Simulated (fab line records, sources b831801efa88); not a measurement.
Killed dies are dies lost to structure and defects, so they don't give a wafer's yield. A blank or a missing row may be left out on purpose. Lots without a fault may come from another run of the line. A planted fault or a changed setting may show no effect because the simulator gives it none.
Which tool did it? | flow gf180mcu | 6 lots, 18 wafers sampled, at 2 steps of a route of 602

WHAT THE GAUGES READ, wafer by wafer
GF_STI_THK_MEAS_04.
lot  | measured    | on            | STI_CVD_03_THK (nm)
L255 | day 1 18:34 | film_metro-04 | 209.5 206.0 208.1
L257 | day 2 04:35 | film_metro-04 | 207.5 209.5 208.7
L266 | day 4 01:35 | film_metro-03 | 207.0 207.4 208.3
L269 | day 4 17:32 | film_metro-03 | 206.0 206.3 208.2
L272 | day 5 07:35 | film_metro-04 | 207.2 207.2 205.7
L274 | day 5 19:16 | film_metro-03 | 208.5 208.0 209.0

WHICH TOOL RAN EACH LOT (tool, then ch and the chambers of the sampled wafers, then the start)
lot  | GF_STI_CVD_03
L255 | lpcvd-02 ch 1, day 1 16:34
L257 | lpcvd-01 ch 1, day 2 02:34
L266 | lpcvd-02 ch 0, day 3 23:34
L269 | lpcvd-02 ch 1, day 4 15:34
L272 | lpcvd-02 ch 1, day 5 05:34
L274 | lpcvd-02 ch 0, day 5 16:17
- GF_STI_CVD_03: deposits Si3N4 from DCS/NH3, target thk 207.16 nm, time 3551 s.

THE ANSWER, worked out from the rows above alone
Rule: what is usual is taken from the lots themselves. Put in order of their means at a reading, lots are off if they are a third of the lots or fewer, leave a main group of 4 or more, and stand apart from it by a gap of 3 or more times the standard deviation of the main group's means; of several such gaps the widest counts. A main group whose means are all the same, to the digits that the tables above print for the reading, isn't used. A lot without any number at a reading at which 4 lots or more have one is off too. The other lots that the step has rows for count as sound.
No lot is off at any reading shown: from this, nothing can be told.

WHAT THE SIMULATOR HAD PUT IN
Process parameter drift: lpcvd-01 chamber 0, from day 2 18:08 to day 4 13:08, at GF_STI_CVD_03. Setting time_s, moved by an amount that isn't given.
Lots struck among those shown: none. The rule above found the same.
